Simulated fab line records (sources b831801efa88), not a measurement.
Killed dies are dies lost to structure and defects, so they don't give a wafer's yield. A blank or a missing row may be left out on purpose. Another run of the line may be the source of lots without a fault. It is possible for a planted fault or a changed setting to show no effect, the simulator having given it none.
fab line records	flow sky130	part 2 of 2: steps 34 to 46 of 46
[record] lots = 5	wafers = 15	last_day = 48
route steps=708 shown VT_ADJUST_HVTR@142 VT_ADJUST_PCH@143 SONOS_TUNNEL@154 SONOS_ONO@168 GATE_OXIDE@187
lots untouched by any fault: they come from a run of this same line in which no faults occurred
start_h: hours from the record's first day to the start of the lot's first wafer shown	wait_h: hours elapsed since this lot's preceding step	" as in the row above	L1.1+2: a row that stands for several wafers	- no value, or no start was given	* or withheld: withheld	< > ~ a bound
route shown NAME@n: names a module that has steps shown in the file, with the first one's number in the route	usual: mean and standard deviation over wafers with no fault	same: alike in all rows	chamber/n: place in a boat	sites: the reading at each site	_std_site: their standard deviation	_edge_site: outer sites' mean less inner sites'	radius_mm: for every site, how far away it sits from the centre of the wafer	mask NAME#n: copy n	behind: the last tool/chamber to shape the wafer	hold: the reason the lot was held/the length of the hold in hours/how it ended	device: which transistor (n, p or np) failed to switch	end of line: the tests these same wafers got at the end of their route	for a step that has no rows: nothing shown but its recipe	killed: the dies lost at the first sort to structure and to defects; this is not the yield of the wafer	map: a wafer's dies, x killed, . not, _ none there
set.NAME: the run value of the setting; set.NAME@STEP: its run value at that earlier step	model.NAME: the simulator's own value behind a step, which no gauge read
lots at selected steps of the route; one table per step, one row per wafer
services: when a tool's chamber went out of use (start_h, in hours from the record's first day, below 0 if earlier), for how many hours, and the reason
[[steps]]
[step SKY_SONOS_ONO_HMDS_07]
[recipe] prime_time_s = 60	prime_temp_c = 120
lot.wafer	tool	chamber	start_h	wait_h
L075.3+4+5	litho_track-03	0	276.29	0.1
L077.2+3+5	litho_track-04	0	290.43	0.1
L083.1+3+5	litho_track-03	0	356.09	0.1
L086.2+3+5	litho_track-02	0	370.59	0.1
L087.2+3+4	litho_track-03	0	372.16	0.1
[step SKY_SONOS_ONO_COAT_08]
[recipe] resist = NOVOLAK	spin_rpm = 3000	resist_thk_nm = 1140
lot.wafer	tool	chamber	start_h	wait_h
L075.3+4+5	litho_track-03	0	276.44	0.1
L077.2+3+5	litho_track-04	0	290.58	0.1
L083.1+3+5	litho_track-03	0	356.24	0.1
L086.2+3+5	litho_track-02	0	370.74	0.1
L087.2+3+4	litho_track-03	0	372.31	0.1
[step SKY_SONOS_ONO_SOFTBAKE_09]
[recipe] temp_c = 90	time_s = 60	resist = NOVOLAK
lot.wafer	tool	chamber	start_h	wait_h
L075.3+4+5	litho_track-03	0	276.59	0.1
L077.2+3+5	litho_track-04	0	290.73	0.1
L083.1+3+5	litho_track-03	0	356.39	0.1
L086.2+3+5	litho_track-02	0	370.89	0.1
L087.2+3+4	litho_track-03	0	372.46	0.1
[step SKY_SONOS_ONO_EXPOSE_10]
[recipe] mask_id = ONOM	target_cd_nm = 410	na = 0.6	source_shape = conventional	sigma_outer = 0.6	dose_mj = 150
lot.wafer	tool	chamber	start_h	wait_h	mask
L075.3+4+5	iline_stepper-01	0	-	-	ONOM#0
L077.2+3+5	iline_stepper-02	0	-	-	ONOM#0
L083.1+3+5	iline_stepper-01	0	-	-	ONOM#0
L086.2+3+5	iline_stepper-02	0	-	-	ONOM#0
L087.2+3+4	iline_stepper-02	0	-	-	ONOM#0
[step SKY_SONOS_ONO_PEB_11]
[recipe] temp_c = withheld	time_s = *	resist = NOVOLAK
lot.wafer	tool	chamber	start_h	wait_h
L075.3+4+5	litho_track-02	0	-	-
L077.2+3+5	litho_track-02	0	-	-
L083.1+3+5	litho_track-03	0	-	-
L086.2+3+5	litho_track-03	0	-	-
L087.2+3+4	litho_track-04	0	-	-
[step SKY_SONOS_ONO_DEVELOP_12]
[recipe] develop_time_s = 60	dev_temp_c = 23
[same] develop_time_s = 60
lot.wafer	tool	chamber	start_h	wait_h
L075.3+4+5	litho_track-02	0	289.26	0.1
L077.2+3+5	litho_track-02	0	303.09	0.1
L083.1+3+5	litho_track-03	0	370.59	0.1
L086.2+3+5	litho_track-03	0	385.01	0.1
L087.2+3+4	litho_track-04	0	386.08	0.1
[step SKY_SONOS_ONO_CD_MEAS_13]
[recipe] target_cd_nm = 410
[usual] cd_nm = 410.0/2.2
lot.wafer	tool	chamber	start_h	wait_h	cd_nm
L075.3	cd_sem-02	-	289.40	0.1	409.2
L075.4	"	-	"	"	406.6
L075.5	"	-	"	"	409.5
L077.2	cd_sem-02	-	303.23	0.1	409.3
L077.3	"	-	"	"	409.1
L077.5	"	-	"	"	410.5
L083.1	cd_sem-02	-	370.74	0.1	408.9
L083.3	"	-	"	"	408.4
L083.5	"	-	"	"	408.5
L086.2	cd_sem-02	-	385.16	0.1	404.3
L086.3	"	-	"	"	406.3
L086.5	"	-	"	"	405.3
L087.2	cd_sem-02	-	386.23	0.1	412.3
L087.3	"	-	"	"	409.5
L087.4	"	-	"	"	410.6
[step SKY_SONOS_ONO_OVL_MEAS_14]
[usual] SONOS_ONO_OVL = 0.9/1.1
lot.wafer	tool	chamber	start_h	wait_h	SONOS_ONO_OVL[nm]
L075.3	overlay-02	-	289.50	0.1	1.5
L075.4	"	-	"	"	0.2
L075.5	"	-	"	"	0.6
L077.2	overlay-02	-	303.34	0.1	1.1
L077.3	"	-	"	"	1.0
L077.5	"	-	"	"	0.4
L083.1	overlay-01	-	370.86	0.1	1.1
L083.3	"	-	"	"	1.0
L083.5	"	-	"	"	2.0
L086.2	overlay-02	-	385.26	0.1	0.7
L086.3	"	-	"	"	1.2
L086.5	"	-	"	"	0.8
L087.2	overlay-01	-	386.33	0.1	0.0
L087.3	"	-	"	"	1.0
L087.4	"	-	"	"	1.2
[step SKY_SONOS_ONO_ETCH_15]
[recipe] target_depth_nm = 19.52	chemistry = CHF3/O2	source_w = 600	bias_w = 200	pressure_mtorr = 40	chf3_flow_sccm = 50	O2_flow_sccm = 5	time_s = 7.8
[usual] chf3_flow_sccm = 49.99/0.15	drypump_motor_current_A = 5.8/0.46	oes_product_au = 0.995/0.013	throttle_valve_pct = 8.823/0.01
lot.wafer	tool	chamber	start_h	wait_h	chf3_flow_sccm	drypump_motor_current_A	oes_product_au	rf_hours_counter_h	throttle_valve_pct
L075.3	rie_diel-04	2	289.52	0.0	49.99	5.6	0.996	4	8.828
L075.4	"	3	"	"	50.13	4.7	0.969	24	8.825
L075.5	"	1	"	"	49.82	6.1	0.997	-	8.824
L077.2	rie_diel-03	1	303.37	0.0	50.10	5.5	0.987	100	8.844
L077.3	"	2	"	"	49.99	6.3	0.981	124	8.827
L077.5	"	1	"	"	49.97	5.5	1.004	-	8.822
L083.1	rie_diel-03	3	370.89	0.0	50.10	5.9	0.994	43	8.820
L083.3	"	0	"	"	50.02	5.6	0.991	5	8.810
L083.5	"	0	"	"	50.01	5.6	0.970	-	8.815
L086.2	rie_diel-03	0	385.29	0.0	49.94	5.6	0.987	6	8.832
L086.3	"	1	"	"	49.86	5.6	0.987	101	8.820
L086.5	"	0	"	"	49.73	5.6	0.980	-	8.818
L087.2	rie_diel-01	2	386.36	0.0	50.02	6.1	1.007	52	8.836
L087.3	"	0	"	"	50.13	5.2	1.017	14	8.820
L087.4	"	1	"	"	49.78	6.1	1.004	0	8.836
[step SKY_SONOS_ONO_WET_ETCH_16]
[recipe] chemistry = dHF	target_depth_nm = 14	dry = n2_spin	target = SiO2	dilution = 100:1	temp_c = 25	time_s = 280
lot.wafer	tool	chamber	start_h	wait_h
L075.3+4+5	wet_bench-02	2	289.54	0.0
L077.2+3+5	wet_bench-04	0	303.39	0.0
L083.1+3+5	wet_bench-02	2	370.92	0.0
L086.2+3+5	wet_bench-02	2	385.32	0.0
L087.2+3+4	wet_bench-01	2	386.38	0.0
[step SKY_SONOS_ONO_STRIP_17]
[recipe] chemistry = O2/N2	power_w = 1400	pressure_mtorr = 1500	platen_temp_c = withheld	o2_flow_sccm = 3000	n2_flow_sccm = 300	overash_fraction = 0.5
[usual] drypump_motor_current_A = 5.71/0.3	oes_product_au = 0.710/0.0043	strip_time_to_endpoint_s = 14.10/0.045
lot.wafer	tool	chamber	start_h	wait_h	drypump_motor_current_A	oes_product_au	rf_hours_counter_h	strip_time_to_endpoint_s
L075.3	plasma_asher-01	1	289.66	0.0	5.67	0.716	-	14.10
L075.4	"	0	"	"	5.91	0.708	-	14.04
L075.5	"	1	"	"	5.69	0.702	-	14.14
L077.2	plasma_asher-03	0	303.48	0.0	5.49	0.716	48	14.12
L077.3	"	0	"	"	5.49	0.711	-	14.15
L077.5	"	0	"	"	5.49	0.709	-	14.15
L083.1	plasma_asher-03	0	371.00	0.0	5.49	0.707	55	13.99
L083.3	"	0	"	"	5.49	0.720	-	14.02
L083.5	"	1	"	"	5.54	0.708	-	14.01
L086.2	plasma_asher-04	0	385.41	0.0	5.93	0.713	26	14.08
L086.3	"	0	"	"	5.94	0.713	-	14.12
L086.5	"	1	"	"	6.44	0.710	-	14.09
L087.2	plasma_asher-04	0	386.47	0.0	5.93	0.711	26	14.15
L087.3	"	0	"	"	5.94	0.711	-	14.13
L087.4	"	1	"	"	6.43	0.718	-	14.13
[step SKY_SONOS_ONO_WET_ETCH_18]
[recipe] chemistry = H3PO4	target_depth_nm = 15	target = Si3N4	temp_c = 160	time_s = 172
lot.wafer	tool	chamber	start_h	wait_h
L075.3+4+5	wet_bench-04	0	289.73	0.0
L077.2+3+5	wet_bench-02	2	303.58	0.1
L083.1+3+5	wet_bench-04	1	371.10	0.1
L086.2+3+5	wet_bench-04	1	385.51	0.1
L087.2+3+4	wet_bench-01	1	386.57	0.1
[step SKY_GATE_OXIDE_CLEAN_00]
[recipe] chemistry = SC1/SC2	mix = 1:4:20	temp_c = 70	time_s = 150	dry = n2_spin
lot.wafer	tool	chamber	start_h	wait_h
L075.3+4+5	wet_bench-01	2	289.78	0.0
L077.2+3+5	wet_bench-01	0	303.64	0.0
L083.1+3+5	wet_bench-01	2	371.16	0.0
L086.2+3+5	wet_bench-01	2	385.57	0.0
L087.2+3+4	wet_bench-02	3	386.62	0.0
[[services]]
tool	chamber	start_h	hours	kind
implanter-02	-	201.38	2.4	repair
wet_bench-02	-	223.55	3.4	repair
implanter-03	-	229.99	2.8	repair
furnace-01	-	232.40	4.5	pm
rie_diel-04	2	234.84	11.7	repair
furnace-02	-	238.20	3.7	pm
rie_diel-03	0	244.04	2.0	repair
implanter-03	-	244.68	4.7	pm
plasma_asher-04	-	245.88	5.9	pm
plasma_asher-01	-	246.66	1.7	repair
iline_stepper-01	-	262.27	2.1	pm
iline_stepper-02	-	268.97	1.7	pm
implanter-02	-	269.15	3.0	pm
plasma_asher-03	-	274.88	6.3	repair
implanter-03	-	281.91	0.9	repair
rie_diel-01	-	296.64	1.2	repair
rie_diel-03	2	297.33	1.6	repair
plasma_asher-02	-	305.66	4.8	repair
rie_diel-01	0	307.21	9.0	repair
rie_diel-04	2	311.79	3.7	repair
furnace-02	-	312.16	4.2	pm
implanter-04	-	320.95	5.3	pm
implanter-01	-	352.60	4.8	pm
rie_diel-03	1	366.32	8.2	repair
